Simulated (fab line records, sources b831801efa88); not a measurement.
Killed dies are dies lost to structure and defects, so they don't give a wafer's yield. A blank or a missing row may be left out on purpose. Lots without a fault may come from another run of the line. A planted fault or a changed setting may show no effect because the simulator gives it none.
Problem report in the 8D (eight disciplines) form, filled by code | flow sky130 | the parts of the form that need people (team, actions taken, sign-off) are left out

1. THE PROBLEM
VT_ADJUST_LVTN_TW at SKY_VT_ADJUST_LVTN_TW_MEAS_10 reads a mean of 274.5 on 6 wafers of 2 lots; wafers without a fault read 243.5 with a standard deviation of 2.3. That is +13 standard deviations from the usual mean.
First seen on wafer L669.1, day 9 01:49, on film_metro-03. The record holds 39 wafers of 13 lots with a number at this step. Rule for "out", or "out of limits": more than 4 standard deviations from the usual mean. The other wafers with a number count as sound.

2. WHAT IT IS AND WHAT IT IS NOT
question                    | is                     | is not
which readings at this step | VT_ADJUST_LVTN_TW      | -
which lots                  | L669, L672             | L662, L663, L664, L665, L668, L679, L680, L681, L682, L683, L684
which wafers of those lots  | all that have a number | -
read on which gauges        | film_metro-03          | film_metro-01, film_metro-04
when                        | from day 9 01:49       | up to then (15 sound wafers); but 18 sound wafers of L679, L680, L681, L682, L683, L684 came after

3. SUSPECTS, AND WHAT RULES EACH OUT
Counting: a tool at a process step up to the reading stays a suspect if it ran every lot that is out and no sound lot after the first of them.
- the gauge at SKY_VT_ADJUST_LVTN_TW_MEAS_10: ruled out. All the wafers that are out were read on film_metro-03, but those of them that SKY_VT_ADJUST_LVTN_IMPLANT_08 has rows for are out there too, on other tools.
- implanter-04 at SKY_VT_ADJUST_LVTN_IMPLANT_08: ruled out as a lasting fault. Sound lots L682, L683 ran on it after its first lot that is out, L669 (day 9 01:34).
Left after counting: nothing in the record.

4. THE CAUSE (what the simulator had put in)
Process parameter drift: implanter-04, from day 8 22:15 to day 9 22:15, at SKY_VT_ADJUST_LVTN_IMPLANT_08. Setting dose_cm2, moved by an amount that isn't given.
Counting ruled it out, wrongly: the rule takes a fault to strike every lot that its tool runs from its start on, and this one did not.

5. THE CHAIN OF EFFECTS, in route order
Each row: a reading whose mean over the struck wafers that have a number lies more than 3 standard deviations from the usual. Only readings for which the record gives a usual standard deviation are gone through. hours: the time from each lot's start at the first step in this table that gives one to its start at this step, as a median over the lots. sigmas: the change in usual standard deviations.
hours | step                          | reading            | usual      | on struck wafers | change      | sigmas
0     | SKY_VT_ADJUST_LVTN_IMPLANT_08 | dose_ions_cm2      | 1.5701e+12 | 2.3084e+12       | +7.3833e+11 | +99 or more
0     | SKY_VT_ADJUST_LVTN_IMPLANT_08 | faraday_current_uA | 8.87       | 13.04            | +4.18       | +26
0     | SKY_VT_ADJUST_LVTN_TW_MEAS_10 | VT_ADJUST_LVTN_TW  | 243.5      | 274.5            | +31.0       | +13
The process steps in it:
- SKY_VT_ADJUST_LVTN_IMPLANT_08
Later measuring or inspecting steps at which every struck wafer that the step has a row for has a number for every such reading, and none has moved that far: SKY_VT_ADJUST_PCH_TW_MEAS_10.

6. WHAT WOULD HAVE CAUGHT IT SOONER
In this record the first reading out of limits at a measuring or inspecting step was taken at day 9 01:49, 4 hours after the fault began at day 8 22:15.
The tool's own readings at SKY_VT_ADJUST_LVTN_IMPLANT_08 were out on every struck wafer that the step has a row for (dose_ions_cm2, faraday_current_uA): an alarm limit on them would have fired on the first of those.
